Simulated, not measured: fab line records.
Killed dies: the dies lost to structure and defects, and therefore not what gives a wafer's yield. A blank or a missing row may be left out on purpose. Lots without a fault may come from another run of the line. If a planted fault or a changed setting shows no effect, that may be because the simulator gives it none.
fab line records    flow sfq_line
[record] lots = 13  wafers = 37  last_day = 91
route steps=325 shown I4@164
lots that met no fault: from a run of the same line without faults
start_h: start of the lot's first displayed wafer, in hours after the record's first day    wait_h: how many hours have passed since the lot's step before this one    " same as the row above    L1.1+2: a row that stands for several wafers    - either no value or no given start    * or withheld: withheld    < > ~ a bound
route shown NAME@n: a module of which the file shows steps, and the number in the route of the first    usual: average and standard deviation across the fault-free wafers    same: alike in all rows    chamber/n: place in a boat    sites: readings site by site    _std_site: how widely they spread, as a standard deviation    _edge_site: inner sites' mean taken away from outer sites' mean    radius_mm: how far each site lies from the wafer's centre    mask NAME#n: copy n    behind: the tool/chamber that last shaped the wafer    hold: why the lot was held/for how many hours/how that ended    device: whichever transistor did not switch (one of n, p or np)    end of line: the same wafers' tests at the end of the route    a step given without rows: its recipe and nothing more    killed: not the wafer's yield, but the dies lost to structure and defects at the first sort    map: per-die view of a wafer (x killed, . not killed, _ where there is no die)
set.NAME: the setting as run; set.NAME@STEP: as run at that earlier step    model.NAME: the simulator's own value behind a step, which no gauge read
steps of the route over a sample of lots; a table a step, a row a wafer
services: when a tool's chamber went out of use (start_h, in hours from the record's first day, below 0 if earlier), for how many hours, and the reason
[[steps]]
[step SFQ_TRILAYER_I4_CMP_CMP_100]
[recipe] material = SiO2  down_force_psi = 3  platen_rpm = 60  pad_velocity_m_s = 0.94248
[usual] motor_current_A = 10.2/1.4  time_to_endpoint_s = 213/6.7
lot.wafer  tool    chamber  start_h  wait_h  motor_current_A  time_to_endpoint_s
L962.2     cmp-01  1        1016.98  1.0     7.6              217
L962.1     "       2        "        "       10.3             217
L962.6     "       0        1018.48  2.5     12.0             206
L963.4     cmp-02  1        1020.95  0.0     9.8              211
L963.1     "       2        "        "       11.7             216
L963.6     "       1        1022.95  2.0     10.5             210
L964.4     cmp-02  1        1026.95  4.6     10.1             210
L964.3     "       2        "        "       11.6             215
L964.5     "       2        1029.45  7.0     11.1             218
L965.2     cmp-02  3        1047.95  1.5     9.2              200
L965.6     "       3        1049.95  3.5     8.5              215
L965.5     "       0        "        "       10.8             213
L966.1     cmp-01  2        1056.27  2.7     10.5             209
L966.4     "       3        "        "       10.0             217
L966.6     "       1        1057.77  4.1     7.3              224
L968.3     cmp-02  1        1084.45  11.6    9.7              221
L968.2     "       3        1085.45  12.6    8.5              215
L968.5     "       1        1086.45  13.6    9.6              219
L970.2     cmp-02  1        1111.72  20.6    9.6              209
L970.1     "       3        1112.72  21.6    9.3              204
L970.3     "       0        "        "       10.2             214
L971.1     cmp-01  2        1114.75  19.2    10.7             220
L971.2     "       1        1116.25  20.7    7.7              218
L971.6     "       3        1117.25  21.7    10.7             207
L974.1     cmp-02  0        1136.83  21.0    9.9              205
L974.2     "       1        "        "       10.1             199
L974.5     "       3        1138.33  22.5    8.5              226
L977.1     cmp-02  0        1158.33  15.5    10.2             204
L981.2     cmp-01  0        1178.75  14.3    12.6             207
L981.6     "       2        1179.75  15.2    10.8             219
L981.5     "       3        "        "       10.7             212
L984.2     cmp-01  1        1208.25  2.4     8.0              223
L984.1     "       3        1209.25  3.4     10.3             219
L984.6     "       0        "        "       11.8             217
L985.2     cmp-02  2        1221.60  0.0     11.2             217
L985.4     "       3        "        "       8.8              211
L985.1     "       1        1223.10  1.5     10.2             204
[step SFQ_TRILAYER_I4_METRO_MEASURE_101]
[usual] thk_nm = 200.2/1.1
lot.wafer  tool           chamber  start_h  wait_h  thk_nm
L962.1     film_metro-02  -        1019.10  0.1     200.4
L962.2     "              -        "        "       200.7
L962.6     "              -        "        "       199.6
L963.1     film_metro-03  -        1024.07  0.1     201.5
L963.4     "              -        "        "       199.3
L963.6     "              -        "        "       199.9
L964.3     film_metro-03  -        1030.47  0.5     199.4
L964.4     "              -        "        "       199.5
L964.5     "              -        "        "       201.1
L965.2     film_metro-01  -        1051.27  0.3     198.8
L965.5     "              -        "        "       198.7
L965.6     "              -        "        "       200.0
L966.1     film_metro-01  -        1058.39  0.1     201.0
L966.4     "              -        "        "       201.1
L966.6     "              -        "        "       203.1
L968.2     film_metro-02  -        1087.27  0.3     199.4
L968.3     "              -        "        "       199.8
L968.5     "              -        "        "       199.2
L970.1     film_metro-01  -        1114.84  0.1     200.1
L970.2     "              -        "        "       199.1
L970.3     "              -        "        "       199.9
L971.1     film_metro-03  -        1117.87  0.1     200.5
L971.2     "              -        "        "       201.8
L971.6     "              -        "        "       199.5
L974.1     film_metro-03  -        1139.45  0.1     202.2
L974.2     "              -        "        "       201.1
L974.5     "              -        "        "       181.0
L977.1     film_metro-03  -        1160.45  0.1     200.2
L981.2     film_metro-02  -        1181.07  0.3     199.5
L981.5     "              -        "        "       201.9
L981.6     "              -        "        "       201.8
L984.1     film_metro-03  -        1210.87  0.1     200.4
L984.2     "              -        "        "       201.6
L984.6     "              -        "        "       200.9
L985.1     film_metro-01  -        1224.72  0.1     199.7
L985.2     "              -        "        "       199.8
L985.4     "              -        "        "       199.3
[step SFQ_TRILAYER_I4_VIA_ETCH_VIA_ETCH_106]
[recipe] target = SiO2  stop_on = Nb  mask_material = PR  taper_deg = 20  chemistry = CHF3  target_depth_nm = 260  source_w = 500  bias_w = 80  pressure_mtorr = 30  time_s = withheld
[usual] drypump_motor_current_A = 5.6/0.52  oes_product_au = 0.856/0.0049
lot.wafer  tool         chamber  start_h  wait_h  drypump_motor_current_A  oes_product_au
L962.1     rie_diel-01  3        1022.62  0.0     5.9                      0.853
L962.2     "            2        "        "       5.7                      0.855
L962.6     "            3        "        "       5.9                      0.852
L963.1     rie_diel-03  1        1027.72  0.0     5.6                      0.856
L963.4     "            0        "        "       4.8                      0.851
L963.6     "            2        "        "       5.7                      0.855
L964.3     rie_diel-01  0        1183.28  0.0     6.4                      0.855
L964.4     "            1        "        "       4.9                      0.854
L964.5     "            0        "        "       6.4                      0.861
L965.2     rie_diel-01  0        1205.13  0.0     6.4                      0.845
L965.5     "            0        "        "       6.4                      0.848
L965.6     "            1        "        "       4.9                      0.864
L966.1     rie_diel-03  2        1209.93  0.0     5.7                      0.859
L966.4     "            1        "        "       5.6                      0.859
L966.6     "            2        "        "       5.6                      0.861
L968.2     rie_diel-01  2        1227.93  0.0     5.8                      0.851
L968.3     "            0        "        "       6.4                      0.854
L968.5     "            0        "        "       6.4                      0.856
L970.1     rie_diel-01  3        1243.53  0.0     5.8                      0.853
L970.2     "            2        "        "       5.8                      0.855
L970.3     "            0        "        "       6.4                      0.863
L971.1     rie_diel-01  2        1248.33  0.0     5.8                      0.850
L971.2     "            0        "        "       6.4                      0.858
L971.6     "            2        "        "       5.8                      0.845
L974.1     rie_diel-01  2        1272.45  0.0     5.8                      0.858
L974.2     "            1        "        "       4.9                      0.866
L974.5     "            1        "        "       4.9                      0.803
L977.1     rie_diel-01  3        1297.41  0.0     5.9                      0.859
L981.2     rie_diel-02  2        1317.93  0.0     5.7                      0.846
L981.5     "            1        "        "       5.4                      0.860
L981.6     "            2        "        "       5.7                      0.858
L984.1     rie_diel-03  0        1355.26  0.0     4.8                      0.859
L984.2     "            3        "        "       4.9                      0.861
L984.6     "            0        "        "       4.8                      0.852
L985.1     rie_diel-01  2        1370.86  0.0     5.8                      0.857
L985.2     "            0        "        "       6.4                      0.846
L985.4     "            1        "        "       4.9                      0.849
[[services]]
tool           chamber  start_h  hours  kind
rie_diel-01    3        1012.26  1.6    repair
rie_diel-01    2        1039.67  9.6    repair
rie_diel-01    -        1052.58  0.3    repair
film_metro-03  -        1057.21  1.1    pm
rie_diel-01    3        1078.61  20.2   repair
cmp-02         -        1105.99  2.7    repair
rie_diel-01    0        1141.21  3.4    repair
rie_diel-01    -        1149.27  2.8    pm
cmp-02         -        1178.33  9.1    pm
rie_diel-01    3        1182.19  7.4    repair
rie_diel-01    -        1185.80  2.5    repair
rie_diel-01    -        1193.45  0.6    repair
rie_diel-01    2        1196.15  3.9    repair
rie_diel-01    1        1205.84  9.8    repair
rie_diel-01    -        1224.65  0.4    repair
rie_diel-01    2        1230.83  5.6    repair
rie_diel-01    3        1232.96  4.3    repair
cmp-02         -        1263.61  1.5    repair
cmp-02         -        1265.12  4.0    pm
cmp-02         -        1283.38  4.6    pm
rie_diel-01    -        1283.74  0.5    repair
rie_diel-01    3        1297.99  3.3    repair
rie_diel-01    -        1301.63  67.9   repair
rie_diel-01    3        1335.08  9.9    repair
[[key]]
[first_sign] step = SFQ_TRILAYER_I4_METRO_MEASURE_101  reading = thk_nm  direction = down  sigmas = 18  usual = 200.2  struck = 181.0
[effect] step = SFQ_TRILAYER_I4_VIA_ETCH_VIA_ETCH_106  reading = oes_product_au  direction = down  sigmas = 11  usual = 0.856  struck = 0.803
met_at SFQ_TRILAYER_I4_CMP_CMP_100
struck_lots L974
struck_wafers L974.5
[fault] kind = process_parameter_drift  tool = cmp-02  chamber = -  onset_h = 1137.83  steps = SFQ_TRILAYER_I4_CMP_CMP_100  channel = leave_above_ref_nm  offset = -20  shape = step  end_h = 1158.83  scope = struck_wafers_only  acts_in = these_recipes_only  stated = 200
